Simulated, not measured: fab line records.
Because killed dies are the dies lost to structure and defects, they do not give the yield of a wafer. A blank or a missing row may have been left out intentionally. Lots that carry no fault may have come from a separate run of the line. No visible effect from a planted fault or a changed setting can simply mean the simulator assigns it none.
Which tool did it? | flow gf180mcu | Sampling: 12 lots, 36 wafers, 6 of 602 route steps

== WHAT EACH GAUGE READ, for each wafer ==
GF_V5_RS_MEAS_24: measures by four-point-probe.
lot  | measured     | on            | V5_W_RS (ohm/sq)
L075 | day 27 13:53 | film-metro-04 | 0.329 0.327 0.328
L077 | day 28 05:05 | film-metro-04 | 0.335 0.332 0.333
L079 | day 28 20:50 | film-metro-02 | 0.329 0.326 0.327
L081 | day 29 14:34 | film-metro-04 | 0.330 0.328 0.331
L083 | day 30 05:45 | film-metro-04 | 0.335 0.335 0.330
L085 | day 30 13:56 | film-metro-02 | 0.325 0.326 0.332
L087 | day 31 04:26 | film-metro-02 | 0.326 0.332 0.333
L089 | day 31 14:38 | film-metro-02 | 0.330 0.328 0.328
L091 | day 32 05:28 | film-metro-02 | 0.327 0.331 0.327
L093 | day 32 18:34 | film-metro-02 | 0.333 0.325 0.328
L095 | day 33 06:14 | film-metro-02 | 0.329 0.331 0.333
L097 | day 33 11:53 | film-metro-04 | 0.326 0.331 0.330

== WHICH TOOL RAN EACH LOT (tool, then ch and the chambers of the sampled wafers, then the start) ==
lot  | GF_M4_SPUTTER_01             | GF_MIM_SPUTTER_01            | GF_MIM_CVD_05                   | GF_M5_ETCH_09                      | GF_V5_CVD_23
L075 | pvd-sputter-01, day 22 20:28 | pvd-sputter-04, day 24 20:42 | pecvd-01 ch 0,1,2, day 24 20:49 | rie-diel-04 ch 0,2,3, day 26 15:23 | cvd-w-01 ch 0,1, day 27 13:47
L077 | pvd-sputter-01, day 23 14:03 | pvd-sputter-04, day 25 13:05 | pecvd-04 ch 0,1, day 25 13:13   | rie-diel-02 ch 1,2, day 27 07:26   | cvd-w-02 ch 0,1, day 28 04:59
L079 | pvd-sputter-01, day 24 08:41 | pvd-sputter-04, day 26 06:23 | pecvd-04 ch 0,2, day 26 06:31   | rie-diel-03 ch 1,2, day 27 23:20   | cvd-w-01 ch 0,1, day 28 20:43
L081 | pvd-sputter-02, day 25 03:20 | pvd-sputter-03, day 27 00:19 | pecvd-04 ch 0,1, day 27 00:26   | rie-diel-03 ch 0,2, day 28 16:47   | cvd-w-01 ch 0,1, day 29 14:27
L083 | pvd-sputter-01, day 25 21:15 | pvd-sputter-02, day 27 17:14 | pecvd-04 ch 0,1, day 27 17:21   | rie-diel-03 ch 1,2, day 29 08:17   | cvd-w-02 ch 0,1, day 30 05:37
L085 | pvd-sputter-01, day 26 07:28 | pvd-sputter-02, day 28 02:41 | pecvd-02 ch 1,2, day 28 02:49   | rie-diel-04 ch 2,3, day 29 17:05   | cvd-w-01 ch 0,1, day 30 13:49
L087 | pvd-sputter-04, day 26 21:47 | pvd-sputter-02, day 28 17:06 | pecvd-01 ch 0,1, day 28 17:14   | rie-diel-02 ch 1,2,3, day 30 07:38 | cvd-w-02 ch 0,1, day 31 04:18
L089 | pvd-sputter-04, day 27 12:33 | pvd-sputter-04, day 29 06:10 | pecvd-04 ch 0,1, day 29 06:18   | rie-diel-03 ch 1,3, day 30 18:47   | cvd-w-01 ch 0,1, day 31 14:32
L091 | pvd-sputter-01, day 28 03:20 | pvd-sputter-02, day 29 21:25 | pecvd-04 ch 1,2, day 29 21:32   | rie-diel-04 ch 1,2,3, day 31 09:32 | cvd-w-01 ch 1, day 32 05:14
L093 | pvd-sputter-02, day 28 18:47 | pvd-sputter-03, day 30 12:19 | pecvd-04 ch 0,1,2, day 30 12:27 | rie-diel-02 ch 1,2, day 31 23:20   | cvd-w-02 ch 0,1, day 32 18:26
L095 | pvd-sputter-02, day 29 08:00 | pvd-sputter-02, day 31 00:20 | pecvd-04 ch 0,1, day 31 00:28   | rie-diel-02 ch 0,1,3, day 32 11:50 | cvd-w-01 ch 0,1, day 33 06:07
L097 | pvd-sputter-02, day 29 16:15 | pvd-sputter-04, day 31 07:35 | pecvd-02 ch 1,2, day 31 07:42   | rie-diel-03 ch 0,2,3, day 32 17:53 | cvd-w-01 ch 0,1, day 33 11:46
- GF_M4_SPUTTER_01: material TiN, target thk 30 nm, time 25 s.
- GF_MIM_SPUTTER_01: material TiN, target thk 30 nm, time 25 s.
- GF_MIM_CVD_05: deposits Si3N4, target thk 42 nm, time 29.086 s.
- GF_M5_ETCH_09: etches Si3N4 in CF4/O2, target depth 52 nm, time 11.6 s.
- GF_V5_CVD_23: deposits W, target thk 350 nm, time 104.9 s.

== THE ANSWER, worked out from the rows above alone ==
Rule: what is usual is taken from the lots themselves. The widest of any qualifying gaps counts: lots, ordered by their means at a reading, are off when they make up no more than a third of the lots, leave a main group of 4 or more, and stand apart from it by 3 or more times the standard deviation of that group's means. If all means in a main group match to the digits the tables above print for the reading, that group is not used. Also off: a lot with no number at a reading for which 4 or more lots have one. Any other lot the step has rows for is counted as sound.
Across all readings shown, no lot is off: no conclusion can be drawn from this.

== WHAT HAD BEEN PUT IN BY THE SIMULATOR ==
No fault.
